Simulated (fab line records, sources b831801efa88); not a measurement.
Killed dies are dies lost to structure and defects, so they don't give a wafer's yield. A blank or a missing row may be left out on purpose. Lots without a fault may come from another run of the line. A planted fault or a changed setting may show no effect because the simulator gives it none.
fab line records | flow sky130
record lots=13 wafers=39 last_day=50
route steps=708 shown PWDE@84 VT_ADJUST_HVTP@92 VT_ADJUST_PCH@152 SONOS_TUNNEL@163 PAD_OPEN@708
lots that met no fault: from a run of the same line without faults
start_h: hours from the record's first day to the start of the lot's first wafer shown | wait_h: hours since the lot's step before | " the same as in the row above | L1.1+2: a row that stands for several wafers | - no value, or no start given | * or withheld: withheld | < > ~ a bound
route shown NAME@n: a module of which the file shows steps, and the number in the route of the first | usual: mean/standard deviation of fault-free wafers | same: alike in all rows | chamber/n: place in a boat | sites: the reading at each site | _std_site: their standard deviation | _edge_site: outer sites' mean less inner sites' | radius_mm: how far each site lies from the wafer's centre | mask NAME#n: copy n | behind: the tool/chamber that last shaped the wafer | hold: why the lot was held/for how many hours/how that ended | device: the transistor (n, p or np) that didn't switch | end of line: the same wafers' tests at the end of the route | a step without rows: its recipe alone | killed: dies lost to structure and defects at the first sort, not the wafer's yield | map: a wafer's dies, x killed, . not, _ none there
set.NAME: the setting as run; set.NAME@STEP: as run at that earlier step | model.NAME: the simulator's own value behind a step, which no gauge read
steps of the route over a sample of lots; a table a step, a row a wafer
services: from which hour (start_h, from the record's first day; less than 0 if before it) a tool's chamber was out of use, for how many hours, and why
## steps
# step SKY_NWELL_RS_MEAS_31
# recipe thk_meas_gauge=four-point-probe
# usual PWDE_RS=5270/19
# columns lot.wafer tool chamber start_h wait_h PWDE_RS[ohm/sq]
L207.1 film_metro-01 - 106.85 0.1 5286
L207.3 " - " " 5288
L207.4 " - " " 5290
L209.1 film_metro-03 - 119.83 0.1 5303
L209.3 " - " " 5301
L209.5 " - " " 5290
L216.2 film_metro-03 - 160.28 0.1 5266
L216.5 " - " " 5259
L216.6 " - " " 5255
L218.2 film_metro-01 - 169.73 0.1 5252
L218.3 " - " " 5251
L218.6 " - " " 5258
L221.1 film_metro-04 - 194.28 0.1 5271
L221.2 " - " " 5276
L221.4 " - " " 5286
L222.2 film_metro-03 - 199.47 0.1 5264
L222.3 " - " " 5262
L222.6 " - " " 5272
L223.1 film_metro-04 - 207.25 0.1 5268
L223.5 " - " " 5283
L223.6 " - " " 5288
L224.1 film_metro-04 - 207.89 0.1 5233
L224.2 " - " " 5235
L224.4 " - " " 5252
L226.1 film_metro-01 - 218.64 0.1 5272
L226.5 " - " " 5268
L226.6 " - " " 5280
L227.3 film_metro-03 - 224.24 0.1 5279
L227.5 " - " " 5274
L227.6 " - " " 5307
L228.2 film_metro-01 - 231.62 0.1 5257
L228.4 " - " " 5242
L228.5 " - " " 5234
L229.4 film_metro-04 - 239.66 0.1 5282
L229.5 " - " " 5281
L229.6 " - " " 5262
L230.1 film_metro-04 - 246.90 0.1 5244
L230.5 " - " " 5239
L230.6 " - " " 5254
# step SKY_VT_ADJUST_HVTP_CD_MEAS_07
# recipe target_cd_nm=380
# usual cd_nm=379.3/2.6
# columns lot.wafer tool chamber start_h wait_h cd_nm
L207.1 cd_sem-02 - 125.71 0.1 375.5
L207.3 " - " " 374.8
L207.4 " - " " 377.0
L209.1 cd_sem-01 - 138.06 0.1 380.5
L209.3 " - " " 378.4
L209.5 " - " " 380.7
L216.2 cd_sem-01 - 180.73 0.1 377.9
L216.5 " - " " 374.9
L216.6 " - " " 377.1
L218.2 cd_sem-01 - 191.46 0.1 376.5
L218.3 " - " " 379.0
L218.6 " - " " 379.3
L221.1 cd_sem-02 - 215.54 0.1 379.5
L221.2 " - " " 379.5
L221.4 " - " " 379.6
L222.2 cd_sem-01 - 219.53 0.1 373.9
L222.3 " - " " 373.8
L222.6 " - " " 373.9
L223.1 cd_sem-02 - 228.01 0.1 383.3
L223.5 " - " " 382.1
L223.6 " - " " 384.9
L224.1 cd_sem-02 - 228.96 0.1 379.0
L224.2 " - " " 380.5
L224.4 " - " " 379.4
L226.1 cd_sem-01 - 240.01 0.1 380.3
L226.5 " - " " 380.2
L226.6 " - " " 378.4
L227.3 cd_sem-01 - 245.35 0.1 375.0
L227.5 " - " " 375.7
L227.6 " - " " 378.4
L228.2 cd_sem-01 - 252.83 0.1 386.4
L228.4 " - " " 384.9
L228.5 " - " " 387.7
L229.4 cd_sem-02 - 262.32 0.1 376.6
L229.5 " - " " 378.4
L229.6 " - " " 375.9
L230.1 cd_sem-01 - 270.91 0.1 379.1
L230.5 " - " " 380.2
L230.6 " - " " 379.1
# step SKY_VT_ADJUST_PCH_STRIP_09
# recipe chemistry=O2/N2 power_w=1400 pressure_mtorr=1500 platen_temp_c=withheld o2_flow_sccm=3000 n2_flow_sccm=300 overash_fraction=0.5
# usual drypump_motor_current_A=5.9/0.53 o2_flow_sccm=3000/10 oes_product_au=0.723/0.0049 strip_time_to_endpoint_s=37.00/0.1
# columns lot.wafer tool chamber start_h wait_h drypump_motor_current_A o2_flow_sccm oes_product_au rf_hours_counter_h strip_time_to_endpoint_s
L207.1 plasma_asher-02 0 230.65 0.1 6.8 3002 0.718 58 37.08
L207.3 " 0 " " 6.8 2991 0.724 - 36.96
L207.4 " 1 " " 5.7 3000 0.728 - 36.94
L209.1 plasma_asher-01 0 243.60 0.1 5.9 3003 0.722 11 37.07
L209.3 " 1 " " 5.2 2997 0.727 - 37.04
L209.5 " 1 " " 5.2 2999 0.727 - 37.05
L216.2 plasma_asher-02 0 293.90 0.1 6.7 3006 0.722 64 37.07
L216.5 " 1 " " 5.7 2995 0.728 - 36.95
L216.6 " 0 " " 6.8 3004 0.724 - 36.96
L218.2 plasma_asher-03 1 304.70 0.1 5.7 2984 0.728 50 37.04
L218.3 " 1 " " 5.7 2993 0.728 - 37.09
L218.6 " 0 " " 5.7 3006 0.728 - 37.21
L221.1 plasma_asher-01 1 336.90 0.1 5.2 2995 0.721 20 36.88
L221.2 " 0 " " 5.9 3020 0.719 20 36.86
L221.4 " 1 " " 5.2 3017 0.728 - 36.94
L222.2 plasma_asher-03 0 340.43 0.1 5.7 3020 0.726 54 37.01
L222.3 " 1 " " 5.7 2990 0.724 - 36.90
L222.6 " 0 " " 5.7 3010 0.725 - 37.03
L223.1 plasma_asher-01 1 353.25 0.1 5.2 3012 0.717 21 37.08
L223.5 " 0 " " 5.9 2988 0.723 - 37.02
L223.6 " 1 " " 5.2 2996 0.727 - 37.05
L224.1 plasma_asher-02 1 354.20 0.1 5.8 2998 0.719 70 37.11
L224.2 " 0 " " 6.8 3022 0.727 70 37.12
L224.4 " 1 " " 5.8 2990 0.719 - 37.04
L226.1 plasma_asher-02 1 369.65 0.1 5.7 2990 0.721 72 37.12
L226.5 " 0 " " 6.8 3001 0.715 - 37.16
L226.6 " 1 " " 5.8 2988 0.723 - 37.08
L227.3 plasma_asher-02 1 375.78 0.1 5.7 2995 0.719 - 36.89
L227.5 " 0 " " 6.9 2998 0.726 - 36.81
L227.6 " 1 " " 5.7 2995 0.723 - 37.01
L228.2 plasma_asher-01 1 384.25 0.1 5.2 3017 0.718 24 36.89
L228.4 " 0 " " 5.9 3003 0.724 - 36.98
L228.5 " 0 " " 5.9 2996 0.720 - 36.96
L229.4 plasma_asher-02 0 396.83 0.1 6.8 2995 0.726 - 36.77
L229.5 " 1 " " 5.7 2995 0.732 - 36.69
L229.6 " 0 " " 6.8 2999 0.726 - 36.75
L230.1 plasma_asher-03 0 407.80 0.1 5.7 2997 0.732 60 37.14
L230.5 " 1 " " 5.7 2993 0.719 - 36.96
L230.6 " 0 " " 5.7 3005 0.728 - 37.07
# step SKY_SONOS_TUNNEL_IMPLANT_09
# recipe species=B energy_kev=20 dose_cm2=1e+12 tilt_deg=withheld
# usual beam_energy_keV=20.000/0.0058
# columns lot.wafer tool chamber start_h wait_h beam_energy_keV
L207.1 implanter-04 0 251.75 0.0 19.993
L207.3 " 0 " " 20.001
L207.4 " 0 " " 20.003
L209.1 implanter-02 0 267.22 0.0 19.996
L209.3 " 0 " " 19.994
L209.5 " 0 " " 20.003
L216.2 implanter-03 0 319.80 0.0 20.797
L216.5 " 0 " " 20.798
L216.6 " 0 " " 20.788
L218.2 implanter-03 0 331.00 0.0 20.797
L218.3 " 0 " " 20.804
L218.6 " 0 " " 20.801
L221.1 implanter-04 0 364.70 0.0 19.995
L221.2 " 0 " " 20.001
L221.4 " 0 " " 19.999
L222.2 implanter-04 0 368.84 0.0 20.009
L222.3 " 0 " " 20.006
L222.6 " 0 " " 20.008
L223.1 implanter-04 0 381.87 0.0 19.997
L223.5 " 0 " " 20.008
L223.6 " 0 " " 19.998
L224.1 implanter-03 0 382.27 0.0 19.998
L224.2 " 0 " " 19.999
L224.4 " 0 " " 19.995
L226.1 implanter-02 0 397.72 0.0 20.004
L226.5 " 0 " " 20.005
L226.6 " 0 " " 19.998
L227.3 implanter-03 0 404.97 0.1 20.003
L227.5 " 0 " " 20.009
L227.6 " 0 " " 19.995
L228.2 implanter-04 0 414.30 0.0 20.006
L228.4 " 0 " " 20.006
L228.5 " 0 " " 19.991
L229.4 implanter-04 0 428.27 0.1 20.001
L229.5 " 0 " " 19.997
L229.6 " 0 " " 19.990
L230.1 implanter-04 0 438.62 0.0 20.005
L230.5 " 0 " " 20.001
L230.6 " 0 " " 19.998
# step SKY_PAD_OPEN_PROBE_99
# usual killed_at_M0_to_M3=44/6.5 killed_at_M4_up=2.9/1.7 killed_at_contacts=24/5.7 killed_at_front_end=16/4.4 killed_at_other=0.2/0.48 killed_dies=87/9.6 killed_open=48/6.7 killed_short=38/6.2
# same gross_dies=492 killed_at_back_side=0
# columns lot.wafer tool chamber start_h wait_h killed_at_M0_to_M3 killed_at_M4_up killed_at_contacts killed_at_front_end killed_at_other killed_dies killed_open killed_short
L216.2 prober-01 - 1132.44 0.1 40 0 27 14 0 81 50 31
L216.5 prober-01 - 1132.59 0.2 41 4 45 15 0 105 56 49
L216.6 prober-01 - 1132.64 0.2 53 4 25 16 0 98 53 45
L222.2 prober-01 - 1176.22 0.1 45 3 21 20 0 89 45 44
L222.3 prober-01 - 1176.27 0.2 41 2 29 20 1 93 52 40
L222.6 prober-01 - 1176.42 0.2 46 4 15 20 0 85 50 35
L223.1 prober-02 - 1180.24 0.1 42 2 24 14 0 82 43 39
L223.5 prober-02 - 1180.44 0.2 42 5 23 21 0 91 45 46
L223.6 prober-02 - 1180.49 0.2 48 5 31 19 1 104 58 46
L226.1 prober-01 - 1182.29 0.1 48 2 26 7 0 83 50 33
L226.5 prober-01 - 1182.49 0.2 53 3 17 10 2 85 51 32
L226.6 prober-01 - 1182.54 0.2 45 3 23 15 0 86 45 41
L227.3 prober-01 - 1185.58 0.2 47 2 25 18 0 92 38 53
L227.5 prober-01 - 1185.68 0.2 36 8 19 19 1 83 41 41
L227.6 prober-01 - 1185.73 0.2 39 1 26 14 0 80 55 25
L228.2 prober-02 - 1198.19 0.1 46 4 17 19 1 87 58 28
L228.4 prober-02 - 1198.29 0.2 59 1 15 18 0 93 55 38
L228.5 prober-02 - 1198.34 0.2 51 4 24 22 0 101 55 46
L230.1 prober-02 - 1203.73 0.1 52 3 23 12 0 90 48 42
L230.5 prober-02 - 1203.93 0.2 51 6 22 17 0 96 56 40
L230.6 prober-02 - 1203.98 0.2 54 4 19 18 0 95 50 45
# killed by level:class
L216.2 CONTACT:geometric_particle:open=12 VIA1:geometric_particle:open=10 VIA1:geometric_particle:short=7 POLY_GATE:geometric_particle:open=6 LOCAL_INTERCONNECT:geometric_particle:short=5 SPACER:geometric_particle:open=4 METAL2:geometric_particle:short=4 VIA3:geometric_particle:open=4
L216.5 CONTACT:geometric_particle:open=14 LI_CONTACT:geometric_particle:open=13 VIA1:geometric_particle:open=9 LI_CONTACT:geometric_particle:short=8 CONTACT:geometric_particle:short=8 METAL2:geometric_particle:short=7 VIA2:geometric_particle:open=7 VIA1:geometric_particle:short=6
L216.6 VIA3:geometric_particle:open=11 VIA1:geometric_particle:open=9 CONTACT:geometric_particle:open=7 VIA2:geometric_particle:open=7 LI_CONTACT:geometric_particle:open=6 LOCAL_INTERCONNECT:geometric_particle:short=6 METAL1:geometric_particle:short=6 FIELD_ISO:geometric_particle:short=5
L222.2 VIA1:geometric_particle:open=13 CONTACT:geometric_particle:open=7 VIA2:geometric_particle:open=7 FIELD_ISO:geometric_particle:short=6 METAL1:geometric_particle:short=6 LI_CONTACT:geometric_particle:open=5 POLY_GATE:geometric_particle:short=5 METAL2:geometric_particle:short=5
L222.3 CONTACT:geometric_particle:open=11 METAL2:geometric_particle:short=9 VIA1:geometric_particle:open=8 POLY_GATE:geometric_particle:open=6 LI_CONTACT:geometric_particle:open=6 LOCAL_INTERCONNECT:geometric_particle:short=6 VIA2:geometric_particle:open=6 POLY_GATE:geometric_particle:short=5
L222.6 VIA1:geometric_particle:open=8 METAL2:geometric_particle:short=7 VIA2:geometric_particle:open=7 CONTACT:geometric_particle:open=6 POLY_GATE:geometric_particle:open=6 LI_CONTACT:geometric_particle:open=6 FIELD_ISO:geometric_particle:short=5 FIELD_ISO:geometric_particle:open=5
L223.1 VIA1:geometric_particle:open=11 CONTACT:geometric_particle:open=8 METAL2:geometric_particle:short=8 CONTACT:geometric_particle:short=6 LI_CONTACT:geometric_particle:open=5 VIA2:geometric_particle:open=5 METAL1:geometric_particle:short=5 FIELD_ISO:geometric_particle:open=4
L223.5 VIA1:geometric_particle:open=12 FIELD_ISO:geometric_particle:short=9 LI_CONTACT:geometric_particle:open=7 CONTACT:geometric_particle:open=7 METAL2:geometric_particle:short=7 VIA2:geometric_particle:open=5 VIA3:geometric_particle:open=5 LI_CONTACT:geometric_particle:short=4
L223.6 VIA1:geometric_particle:open=14 CONTACT:geometric_particle:open=14 METAL1:geometric_particle:short=7 METAL2:geometric_particle:short=7 FIELD_ISO:geometric_particle:open=6 LI_CONTACT:geometric_particle:open=6 CONTACT:geometric_particle:short=6 VIA3:geometric_particle:short=5
L226.1 VIA2:geometric_particle:open=14 CONTACT:geometric_particle:open=10 VIA1:geometric_particle:open=10 LI_CONTACT:geometric_particle:open=7 METAL1:geometric_particle:short=6 METAL3:geometric_particle:short=4 LOCAL_INTERCONNECT:geometric_particle:short=4 VIA1:geometric_particle:short=4
L226.5 VIA3:geometric_particle:open=13 VIA1:geometric_particle:open=11 VIA2:geometric_particle:open=8 CONTACT:geometric_particle:open=7 METAL2:geometric_particle:short=6 LI_CONTACT:geometric_particle:open=4 METAL1:geometric_particle:short=4 VIA3:geometric_particle:short=4
L226.6 METAL2:geometric_particle:short=11 LI_CONTACT:geometric_particle:open=7 CONTACT:geometric_particle:open=7 VIA1:geometric_particle:open=7 VIA3:geometric_particle:open=7 FIELD_ISO:geometric_particle:short=5 LOCAL_INTERCONNECT:geometric_particle:short=5 FIELD_ISO:geometric_particle:open=4
L227.3 VIA2:geometric_particle:open=10 VIA1:geometric_particle:open=8 VIA1:geometric_particle:short=7 CONTACT:geometric_particle:short=6 METAL2:geometric_particle:short=6 POLY_GATE:geometric_particle:short=5 LOCAL_INTERCONNECT:geometric_particle:short=5 LI_CONTACT:geometric_particle:open=5
L227.5 CONTACT:geometric_particle:open=8 VIA1:geometric_particle:open=8 VIA2:geometric_particle:short=7 METAL4:geometric_particle:short=7 FIELD_ISO:geometric_particle:short=6 FIELD_ISO:geometric_particle:open=5 POLY_GATE:geometric_particle:open=5 METAL2:geometric_particle:short=4
L227.6 CONTACT:geometric_particle:open=12 VIA1:geometric_particle:open=12 VIA2:geometric_particle:open=11 LOCAL_INTERCONNECT:geometric_particle:short=5 LI_CONTACT:geometric_particle:open=4 CONTACT:geometric_particle:short=4 FIELD_ISO:geometric_particle:open=3 FIELD_ISO:geometric_particle:short=3
L228.2 VIA1:geometric_particle:open=15 VIA3:geometric_particle:open=8 POLY_GATE:geometric_particle:open=6 FIELD_ISO:geometric_particle:open=6 CONTACT:geometric_particle:open=6 LI_CONTACT:geometric_particle:open=5 METAL3:geometric_particle:short=5 VIA1:geometric_particle:short=4
L228.4 VIA1:geometric_particle:open=20 VIA1:geometric_particle:short=9 VIA3:geometric_particle:open=7 POLY_GATE:geometric_particle:short=5 LI_CONTACT:geometric_particle:open=5 CONTACT:geometric_particle:open=5 METAL1:geometric_particle:short=4 METAL2:geometric_particle:short=4
L228.5 VIA1:geometric_particle:open=11 VIA3:geometric_particle:open=9 POLY_GATE:geometric_particle:open=8 LI_CONTACT:geometric_particle:open=8 METAL2:geometric_particle:short=8 CONTACT:geometric_particle:open=7 METAL1:geometric_particle:short=7 POLY_GATE:geometric_particle:short=5
L230.1 VIA1:geometric_particle:open=10 VIA3:geometric_particle:open=9 CONTACT:geometric_particle:open=8 METAL2:geometric_particle:short=8 LI_CONTACT:geometric_particle:open=6 METAL1:geometric_particle:short=6 VIA2:geometric_particle:open=5 POLY_CUT:geometric_particle:short=3
L230.5 VIA1:geometric_particle:open=11 CONTACT:geometric_particle:open=9 VIA3:geometric_particle:open=8 LI_CONTACT:geometric_particle:open=8 VIA2:geometric_particle:open=6 METAL3:geometric_particle:short=6 FIELD_ISO:geometric_particle:open=5 FIELD_ISO:geometric_particle:short=4
L230.6 METAL1:geometric_particle:short=10 VIA1:geometric_particle:open=10 CONTACT:geometric_particle:open=9 VIA3:geometric_particle:open=7 LI_CONTACT:geometric_particle:open=6 VIA1:geometric_particle:short=6 FIELD_ISO:geometric_particle:open=5 VIA2:geometric_particle:short=5
## services
# columns tool chamber start_h hours kind
implanter-02 - 211.96 3.5 repair
implanter-03 - 263.49 1.4 repair
implanter-04 - 327.19 5.4 pm
implanter-03 - 350.49 1.6 repair
implanter-02 - 357.79 2.5 repair
plasma_asher-03 - 360.61 0.7 repair
plasma_asher-02 - 400.01 0.5 repair
plasma_asher-02 - 407.01 7.8 repair
implanter-04 - 409.11 0.7 repair
plasma_asher-02 - 415.18 1.6 repair
plasma_asher-02 - 421.25 9.0 pm
plasma_asher-02 0 421.25 9.0 vent_cycle
plasma_asher-02 1 421.25 9.0 vent_cycle
implanter-02 - 426.87 1.9 repair
plasma_asher-02 0 430.25 - clean
plasma_asher-02 1 430.25 - clean
implanter-03 - 433.29 3.8 pm
implanter-04 - 433.82 1.1 repair
## key
first_sign step=SKY_SONOS_TUNNEL_IMPLANT_09 reading=beam_energy_keV direction=up sigmas=99+ usual=* struck=*
effect none on later readings
met_at SKY_SONOS_TUNNEL_IMPLANT_09
struck_lots L216,L218
tester_left_out L216,L218
not_acting_at SKY_NWELL_RS_MEAS_31,SKY_VT_ADJUST_HVTP_CD_MEAS_07,SKY_VT_ADJUST_PCH_STRIP_09
fault kind=process_parameter_drift tool=implanter-03 chamber=- onset_h=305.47 steps=SKY_SONOS_TUNNEL_IMPLANT_09 channel=energy_kev offset=* shape=step end_h=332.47 acts_in=* stated=*
# tester_left_out: of these lots the tester's yield and bins aren't shown, on N5 and GAA mostly nor the transistor test; their killed dies are dies lost to structure and defects alone, not to doping, threshold or leakage, so they don't give the yield
